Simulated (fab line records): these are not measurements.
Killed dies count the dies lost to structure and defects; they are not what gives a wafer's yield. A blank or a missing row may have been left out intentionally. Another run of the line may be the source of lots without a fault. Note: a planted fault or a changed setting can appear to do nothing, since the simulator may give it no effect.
A lot that was struck, set against a sound lot | flow gf180mcu | 14 out of 602 route steps
Sound: wafers L114.2, L114.3, L114.4. Struck: wafers L110.4, L110.6 (left out: L110.5, a lot-mate that was not struck); the cause follows at the end.
At each step with rows: each side's tool, then ch and its chambers, then its first start. Under that, the readings that differ: sound wafers | struck wafers | difference of the means | sigmas: that difference in standard deviations of wafers without a fault.
alike: readings with means less than 2 such deviations apart, plus words and numbers identical on both sides. not compared: withheld readings, readings lacking a value on some wafer, bounds such as >300 that could conceal the same value, and numbers that have no deviation in the record and whose values overlap.
The two part at a step that has a row with sigmas, a row that says differs or no value, or rows on one side only. Numbers that have no deviation but don't overlap get no sigmas and don't part them. A reading missing from all wafers of one side parts the sides only when that side holds two or more wafers.

GF_V1_CD_MEAS_14 targets a cd of 260 nm.
  sound: cdSem-01 at day 21 15:14; struck: cdSem-02 at day 20 05:41
  alike: cdNm
GF_V1_OVL_MEAS_15:
  sound: overlay-02 at day 21 15:20; struck: overlay-01 at day 20 05:46
  alike: V1_OVL
then, 1 step without rows for these wafers: GF_V1_ETCH_16 (etches BARC in N2/H2).
GF_V1_ETCH_17: etches SiO2 in C4F8/O2/Ar, stops on TiN, target depth 630 nm.
  sound on rieDiel-04 ch 1,2,3; struck on rieDiel-03 ch 2,3
  alike: chamberPressureMTorr, oesProductAu
GF_V1_STRIP_18: strips in O2/N2.
  sound on plasmaAsher-02 ch 0,1, day 21 15:30; struck on plasmaAsher-03 ch 0,1, day 20 05:57
reading                  | sound          | struck    | difference | sigmas
drypumpMotorCurrentA (A) | 6.35 6.21 6.37 | 5.44 5.86 | -0.66      | -3
heaterPowerW (W)         | 336 327 331    | 374 396   | +54        | +2
  alike: chamberPressureMTorr, oesProductAu
  not compared: rfHoursCounterH
then, 2 steps without rows for these wafers: GF_V1_STRIP_19 (strips in post etch residue remover, time 1200 s); GF_V1_CLEAN_20 (cleans in DIW).
GF_V1_SPUTTER_21: material Ti, target thk 15 nm, time 80.02 s.
  sound: pvdSputter-03 at day 21 16:02; struck: pvdSputter-03 at day 20 06:27
  alike: throttleValvePct
GF_V1_SPUTTER_22: material TiN, target thk 10 nm, time 40 s.
  sound: pvdSputter-03 at day 21 16:06; struck: pvdSputter-03 at day 20 06:31
  alike: throttleValvePct
GF_V1_CVD_23: deposits W, target thk 350 nm, time 105.05 s.
  sound on cvdW-02 ch 0,1, day 21 16:08; struck on cvdW-01 ch 0,1, day 20 06:35
  alike: heaterPowerW
GF_V1_RS_MEAS_24: uses a four-point probe to measure.
  sound: filmMetro-02 at day 21 16:16; struck: filmMetro-03 at day 20 06:43
  alike: V1_W_RS
GF_V1_THK_MEAS_25: measures by xrf.
  sound: filmMetro-02 at day 21 16:23; struck: filmMetro-03 at day 20 06:49
  alike: V1_W_THK
GF_V1_CMP_26: polishes, stops on SiO2, t overpolish 15 s, target thk 0 nm.
  sound on cmp-01 ch 0,2,3, day 21 16:29; struck on cmp-02 ch 1, day 20 06:50
reading             | sound                | struck      | difference | sigmas
overpolishRunS (s)  | 15.005 14.996 15.015 | 0.043 0.046 | -14.961    | -99 or more
timeToEndpointS (s) | 89 86 83             | 130 133     | +46        | +13
  alike: motorCurrentA
then, 1 step without rows for these wafers: GF_M2_SPUTTER_00 (material Ti, target thk 37.5 nm, time 150 s).

WHERE THEY PART
At GF_V1_STRIP_18 first; at GF_V1_CMP_26 last (within this record only).

WHY: what the simulator had put in
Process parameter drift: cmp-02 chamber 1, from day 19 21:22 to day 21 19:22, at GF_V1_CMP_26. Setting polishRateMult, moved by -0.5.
